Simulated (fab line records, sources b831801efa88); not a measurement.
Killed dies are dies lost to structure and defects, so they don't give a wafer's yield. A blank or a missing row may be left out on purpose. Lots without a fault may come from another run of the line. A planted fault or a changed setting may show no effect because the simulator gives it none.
A struck lot beside a sound one | flow sky130 | 44 steps out of a route of 708
Sound: wafers L838.4, L838.5, L838.6. Struck: wafers L842.1, L842.3, L842.5. The cause comes at the end.
At each step with rows: each side's tool, then ch and its chambers, then its first start. Under that, the readings that differ: sound wafers | struck wafers | difference of the means | sigmas: that difference in standard deviations of wafers without a fault.
alike: readings whose means differ by less than 2 such deviations, and words and numbers that are the same on both sides. not compared: withheld readings, readings that some wafer has no value for, bounds like >300 that may hide the same value, and numbers for which the record gives no deviation and whose values overlap.
The two part at a step that has a row with sigmas, a row that says differs or no value, or rows on one side only. Numbers that don't overlap but have no deviation are shown without sigmas and don't part them. A reading that every wafer of one side lacks parts them only if that side has two wafers or more.

SKY_FIELD_ISO_STRIP_16: strips in O2/N2.
  sound on plasma_asher-03 ch 0,1, day 3 12:07; struck on plasma_asher-02 ch 0,1, day 4 09:29
  alike: drypump_motor_current_A, oes_product_au, strip_time_to_endpoint_s
  not compared: rf_hours_counter_h
SKY_FIELD_ISO_ETCH_17: etches Si in HBr/Cl2/O2, target depth 342 nm, time 97.7 s.
  sound on rie_si-01 ch 1,2, day 3 12:10; struck on rie_si-02 ch 1,2,3, day 4 09:35
  alike: drypump_motor_current_A, oes_product_au, throttle_valve_pct
  not compared: rf_hours_counter_h
then, 5 steps without rows for these wafers: SKY_FIELD_ISO_WET_ETCH_18 (etches Si3N4 in H3PO4, target depth 25 nm, time 286 s); SKY_FIELD_ISO_CLEAN_19 (cleans in SC1/SC2, time 150 s); SKY_FIELD_ISO_CLEAN_20 (cleans in dHF, time 20 s); SKY_FIELD_ISO_WET_ETCH_21 (etches SiO2 in dHF, target depth 20 nm, time 400 s); SKY_FIELD_ISO_OXIDATION_22 (stabilise 600 s, purge 300 s, target thk 10 nm).
SKY_FIELD_ISO_THK_MEAS_23:
  sound on film_metro-04, day 3 13:44; struck on film_metro-01, day 4 11:41
  alike: FIELD_ISO_OXIDATION_01_THK
then, 1 step without rows for these wafers: SKY_FIELD_ISO_CVD_24 (deposits SiO2, target thk 595 nm, time 99.2 s).
SKY_FIELD_ISO_THK_MEAS_25:
  sound on film_metro-02, day 3 13:53; struck on film_metro-04, day 4 11:49
  alike: FIELD_ISO_CVD_24_THK
then, 1 step without rows for these wafers: SKY_FIELD_ISO_ANNEAL_26 (time 1800 s).
SKY_FIELD_ISO_CMP_27: polishes, stops on Si3N4, t overpolish 16 s, target thk 457.8 nm.
  sound on cmp-02 ch 0,1,2, day 3 16:25; struck on cmp-01 ch 0,1,3, day 4 13:25
  alike: head_pressure_psi, motor_current_A, overpolish_run_s, retaining_ring_pressure_frac, time_to_endpoint_s
SKY_FIELD_ISO_WET_ETCH_28: etches SiO2 in dHF, target depth 23.7 nm, time 47 s.
  sound on wet_bench-04 ch 3, day 3 16:37; struck on wet_bench-01 ch 3, day 4 13:40
  reading                                    | sound             | struck            | difference | sigmas
  bath_heat_duty_pct (%)                     | 7.0 6.7 6.6       | 30.2 30.2 30.4    | +23.5      | +28
  temp_c (C)                                 | 25.02 25.07 24.94 | 42.13 41.96 41.97 | +17.01     | +99 or more
  model.SiO2_of_FIELD_ISO_CVD_24.thk_nm (nm) | 433.4 435.6 433.9 | 413.9 415.4 415.6 | -19.3      |
then, 4 steps without rows for these wafers: SKY_FIELD_ISO_WET_ETCH_29 (etches Si3N4 in H3PO4, target depth 160 nm, time 1825 s); SKY_FIELD_ISO_WET_ETCH_30 (etches SiO2 in dHF, target depth 25 nm, time 50 s); SKY_NWELL_CLEAN_00 (cleans in SC1/SC2, time 150 s); SKY_NWELL_OXIDATION_01 (stabilise 600 s, purge 300 s, target thk 10 nm).
SKY_NWELL_THK_MEAS_02:
  sound on film_metro-01, day 3 19:19; struck on film_metro-04, day 4 16:02
  alike: NWELL_OXIDATION_THK
then, 8 steps without rows for these wafers: SKY_DNWELL_DEHYDRATE_00 (time 60 s); SKY_DNWELL_HMDS_01 (prime time 60 s); SKY_DNWELL_COAT_02 (resist thk 3000 nm); SKY_DNWELL_SOFTBAKE_03; SKY_DNWELL_EXPOSE_04 (exposes mask DNM, target cd 3000 nm); SKY_DNWELL_PEB_05; SKY_DNWELL_DEVELOP_06 (develop time 60 s); SKY_DNWELL_IMPLANT_07.
SKY_DNWELL_STRIP_08: strips in O2/N2.
  sound on plasma_asher-03 ch 0,1, day 4 12:30; struck on plasma_asher-02 ch 1, day 5 08:43
  alike: drypump_motor_current_A, oes_product_au, strip_time_to_endpoint_s
  not compared: rf_hours_counter_h
SKY_DNWELL_TW_MEAS_09:
  sound on film_metro-04, day 4 12:36; struck on film_metro-03, day 5 08:49
  alike: DNWELL_TW
then, 7 steps without rows for these wafers: SKY_PWDE_DEHYDRATE_00 (time 60 s); SKY_PWDE_HMDS_01 (prime time 60 s); SKY_PWDE_COAT_02 (resist thk 3000 nm); SKY_PWDE_SOFTBAKE_03; SKY_PWDE_EXPOSE_04 (exposes mask PWDEM, target cd 840 nm); SKY_PWDE_PEB_05; SKY_PWDE_DEVELOP_06 (develop time 60 s).
SKY_PWDE_OVL_MEAS_07:
  sound on overlay-02, day 5 05:23; struck on overlay-01, day 6 03:10
  alike: PWDE_OVL
then, 1 step without rows for these wafers: SKY_PWDE_IMPLANT_08.
SKY_PWDE_STRIP_09: strips in O2/N2.
  sound on plasma_asher-04 ch 0,1, day 5 05:35; struck on plasma_asher-02 ch 0,1, day 6 03:21
  alike: drypump_motor_current_A, oes_product_au, strip_time_to_endpoint_s
  not compared: rf_hours_counter_h
SKY_PWDE_TW_MEAS_10:
  sound on film_metro-04, day 5 05:41; struck on film_metro-03, day 6 03:27
  reading | sound             | struck            | difference | sigmas
  PWDE_TW | 369.6 369.1 368.2 | 375.4 374.4 374.7 | +5.9       | +2
then, 3 steps without rows for these wafers: SKY_NWELL_DEHYDRATE_03 (time 60 s); SKY_NWELL_HMDS_04 (prime time 60 s); SKY_NWELL_COAT_05 (resist thk 3000 nm).
-- the record jumps here: 26 days lie between the struck wafers' starts before and after (it left off in module NWELL and takes up again in module SALICIDE, whose first step shown is number 361 of the route) --
SKY_SALICIDE_CLEAN_00: cleans in HF-last, time 30 s.
  sound on wet_bench-04 ch 3, day 31 04:34; struck on wet_bench-04 ch 1, day 31 17:28
  reading                                    | sound           | struck            | difference | sigmas
  model.SiO2_of_FIELD_ISO_CVD_24.thk_nm (nm) | 358.5 360.5 359 | 338.9 340.4 340.6 | -19.4      |
-- the record jumps here: 17 days lie between the struck wafers' starts before and after (it left off in module SALICIDE and takes up again in module PAD_OPEN, whose first step shown is number 708 of the route) --
SKY_PAD_OPEN_PROBE_99:
  sound on prober-01, day 48 08:07; struck on prober-02, day 48 15:38
  reading                                 | sound                       | struck                       | difference | sigmas
  model.etest.res_p_drift_20v.line_ohm_um | 1.18e+04 1.183e+04 1.11e+04 | 1.08e+04 1.007e+04 1.024e+04 | -1.21e+03  |
  model.etest.res_p_drift_20v.rs_ohm_sq   | 9778 9808 9272              | 9156 8499 8649               | -851       |
  model.etest.cap_li_to_poly.c_af_um2     | 98.77 99.32 98.31           | 96.25 93.48 97.7             | -2.99      |
  model.etest.cap_poly_to_well.c_af_um2   | 90.71 89.47 92.33           | 92.98 95.78 94.11            | +3.45      |
  alike: killed_at_M0_to_M3, killed_at_M4_up, killed_at_contacts, killed_at_front_end, killed_at_other, killed_dies, killed_open, killed_short
  not compared: model.etest.pfet_16v.r_on_ohm_um, model.etest.res_nwell.rs_ohm_sq, model.etest.field_p.vt_v, model.etest.field_n.vt_v

WHERE THEY PART
First at SKY_FIELD_ISO_WET_ETCH_28; last, within this record, at SKY_PWDE_TW_MEAS_10. Later steps at which nothing parts them and some readings are alike: SKY_PAD_OPEN_PROBE_99.

WHY: what the simulator had put in
Process parameter drift: wet_bench-01, from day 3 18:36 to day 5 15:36, at SKY_FIELD_ISO_WET_ETCH_28. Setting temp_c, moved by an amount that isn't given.
